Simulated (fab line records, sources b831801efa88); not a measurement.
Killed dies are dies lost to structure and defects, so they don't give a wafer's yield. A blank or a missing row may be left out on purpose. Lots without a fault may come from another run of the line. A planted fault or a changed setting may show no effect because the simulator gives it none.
Which tool did it? | flow gf180mcu | 14 lots, 42 wafers sampled, at 5 steps of a route of 602

WHAT THE GAUGES READ, wafer by wafer
GF_STI_BOW_MEAS_00. Usual: INCOMING_BOW -1 um, standard deviation 5.7.
lot  | measured    | on            | INCOMING_BOW (um) | flag
L963 | day 1 10:04 | film_metro-03 | -1 -1 0           |
L964 | day 1 15:02 | film_metro-01 | 0 -4 -5           |
L966 | day 2 01:02 | film_metro-01 | -9 0 -7           |
L968 | day 2 11:02 | film_metro-03 | -6 1 4            |
L970 | day 2 21:01 | film_metro-01 | -3 -6 5           |
L972 | day 3 07:02 | film_metro-03 | -1 -12 -6         |
L973 | day 3 12:00 | film_metro-03 | -8 1 2            |
L977 | day 4 08:00 | film_metro-01 | 0 -7 -3           |
L980 | day 4 23:00 | film_metro-01 | 2 4 -6            |
L982 | day 5 09:01 | film_metro-01 | 2 1 9             |
L983 | day 5 14:01 | film_metro-02 | 2 8 0             |
L984 | day 5 19:01 | film_metro-02 | 3 4 -2            |
L985 | day 6 00:02 | film_metro-02 | 10 -6 -6          |
L986 | day 6 05:00 | film_metro-03 | 4 4 -9            |

GF_STI_THK_MEAS_30. Usual: STI_OXIDATION_02_THK 10.02 nm, standard deviation 0.22.
lot  | measured    | on            | STI_OXIDATION_02_THK (nm) | flag
L963 | day 2 06:17 | film_metro-01 | 9.93 9.93 9.95            |
L964 | day 2 11:08 | film_metro-02 | 9.95 9.93 9.93            |
L966 | day 2 23:29 | film_metro-01 | 9.88 9.83 9.90            |
L968 | day 3 08:09 | film_metro-01 | 10.15 10.27 10.24         |
L970 | day 3 18:07 | film_metro-02 | 11.10 11.00 11.15         | OFF
L972 | day 4 05:53 | film_metro-02 | 11.58 11.48 11.64         | OFF
L973 | day 4 08:47 | film_metro-03 | 11.17 11.41 11.47         | OFF
L977 | day 5 07:25 | film_metro-01 | 9.95 10.11 9.90           |
L980 | day 5 22:30 | film_metro-03 | 9.81 9.76 9.75            |
L982 | day 6 08:44 | film_metro-01 | 9.87 9.92 9.75            |
L983 | day 6 14:53 | film_metro-03 | 9.69 9.57 9.66            |
L984 | day 6 17:55 | film_metro-03 | 9.79 10.07 9.78           |
L985 | day 7 00:29 | film_metro-01 | 10.21 10.19 10.36         |
L986 | day 7 04:20 | film_metro-02 | 10.24 10.27 10.18         |

GF_LVPWELL_OVL_MEAS_07. Usual: LVPWELL_OVL -0.2 nm, standard deviation 1.6.
lot  | measured    | on         | LVPWELL_OVL (nm) | flag
L963 | day 3 20:36 | overlay-01 | 0.3 0.0 -0.7     |
L964 | day 4 00:29 | overlay-02 | -2.7 -1.3 -3.8   |
L966 | day 4 15:13 | overlay-02 | -0.8 -1.3 -1.3   |
L968 | day 4 23:01 | overlay-01 | 1.5 1.1 0.6      |
L970 | day 5 11:50 | overlay-01 | -0.5 -1.7 -0.9   |
L972 | day 6 01:03 | overlay-01 | -0.2 1.1 1.0     |
L973 | day 6 04:35 | overlay-02 | -1.1 0.0 0.0     |
L977 | day 7 05:36 | overlay-02 | 1.9 2.1 1.9      |
L980 | day 7 21:19 | overlay-02 | -1.7 -2.0 -1.4   |
L982 | day 8 08:32 | overlay-02 | -2.5 -3.1 -2.5   |
L983 | day 8 15:27 | overlay-02 | 0.8 1.8 0.5      |
L984 | day 8 18:29 | overlay-01 | 1.4 0.9 0.9      |
L985 | day 9 02:26 | overlay-01 | 0.6 0.2 -0.1     |
L986 | day 9 06:38 | overlay-01 | 0.6 -1.2 0.0     |

GF_MVSD_OVL_MEAS_07. Usual: MVSD_OVL -1.3 nm, standard deviation 1.4.
lot  | measured    | on         | MVSD_OVL (nm)  | flag
L963 | day 4 10:12 | overlay-01 | -2.3 -2.6 -0.8 |
L964 | day 4 14:23 | overlay-02 | -1.5 -0.6 0.0  |
L966 | day 5 05:46 | overlay-01 | -0.3 -1.2 -1.0 |
L968 | day 5 12:55 | overlay-01 | -2.5 -3.7 -1.9 |
L970 | day 6 03:11 | overlay-02 | -1.0 -1.3 0.9  |
L972 | day 6 15:58 | overlay-02 | -3.6 -4.3 -3.4 |
L973 | day 6 19:56 | overlay-01 | -1.3 -1.5 -0.5 |
L977 | day 7 22:10 | overlay-02 | -1.2 -1.7 -0.8 |
L980 | day 8 14:23 | overlay-01 | -0.1 -0.3 1.7  |
L982 | day 9 01:28 | overlay-01 | -1.8 -1.9 -1.5 |
L983 | day 9 08:28 | overlay-01 | 0.0 0.3 0.2    |
L984 | day 9 11:07 | overlay-02 | -0.5 -1.9 -0.2 |
L985 | day 9 17:32 | overlay-01 | -2.6 -1.4 -1.4 |
L986 | day 9 22:48 | overlay-02 | -2.1 -3.6 -4.0 |

WHICH TOOL RAN EACH LOT (tool, then ch and the chambers of the sampled wafers, then the start)
lot  | GF_STI_OXIDATION_29
L963 | furnace-01 ch 0, day 2 04:52
L964 | furnace-02 ch 0, day 2 09:43
L966 | furnace-01 ch 0, day 2 22:05
L968 | furnace-02 ch 0, day 3 06:44
L970 | furnace-01 ch 0, day 3 16:43
L972 | furnace-01 ch 0, day 4 04:28
L973 | furnace-01 ch 0, day 4 07:23
L977 | furnace-02 ch 0, day 5 06:01
L980 | furnace-02 ch 0, day 5 21:07
L982 | furnace-02 ch 0, day 6 07:21
L983 | furnace-02 ch 0, day 6 13:28
L984 | furnace-02 ch 0, day 6 16:31
L985 | furnace-01 ch 0, day 6 23:04
L986 | furnace-02 ch 0, day 7 02:56
- GF_STI_OXIDATION_29: stabilise 600 s, purge 300 s, target thk 10 nm.

WHAT THE TOOLS THEMSELVES READ (means of the sampled wafers that have a number; where no wafer has one, the mark that the record gives instead)
GF_STI_OXIDATION_29. Usual: ox_temp_c_max 905.1, standard deviation 1.6; spike_tc_bottom_C 920.5 C, standard deviation 2.2; zone_power_top_pct 34 %, standard deviation 5.8.
lot  | tool       | ox_temp_c_max | spike_tc_bottom_C (C) | zone_power_top_pct (%) | flag
L963 | furnace-01 | 902.7         | 923.2                 | 27                     |
L964 | furnace-02 | 906.1         | 917.9                 | 39                     |
L966 | furnace-01 | 903.9         | 923.3                 | 27                     |
L968 | furnace-02 | 905.3         | 918.2                 | 39                     |
L970 | furnace-01 | 903.0         | 922.5                 | 27                     |
L972 | furnace-01 | 904.0         | 922.8                 | 27                     |
L973 | furnace-01 | 903.7         | 923.1                 | 27                     |
L977 | furnace-02 | 906.2         | 919.8                 | 39                     |
L980 | furnace-02 | 906.4         | 919.5                 | 39                     |
L982 | furnace-02 | 905.2         | 918.3                 | 39                     |
L983 | furnace-02 | 906.9         | 919.0                 | 39                     |
L984 | furnace-02 | 906.2         | 920.1                 | 39                     |
L985 | furnace-01 | 902.9         | 923.0                 | 27                     |
L986 | furnace-02 | 905.4         | 918.3                 | 39                     |

THE ANSWER, worked out from the rows above alone
Rule: a lot is off if the mean of its wafers that have a number lies more than 3 standard deviations from the usual mean. A lot without any number at a reading at which 4 lots or more have one is off too. The other lots that the step has rows for count as sound. The gauges are gone through in route order, then the tools' own readings, and for those a lot's mean is taken as printed above. The first step at which some lot is off is used, and at that step the reading that is off furthest; a lot without a number counts as furthest.
Off: L970, L972, L973, at GF_STI_THK_MEAS_30 (STI_OXIDATION_02_THK).
A tool fits if, at a process step before that reading, it ran every lot that is off, and no sound lot after the first of them. The gauges at GF_STI_THK_MEAS_30 are tried like those tools. None of those tried fits.

WHAT THE SIMULATOR HAD PUT IN
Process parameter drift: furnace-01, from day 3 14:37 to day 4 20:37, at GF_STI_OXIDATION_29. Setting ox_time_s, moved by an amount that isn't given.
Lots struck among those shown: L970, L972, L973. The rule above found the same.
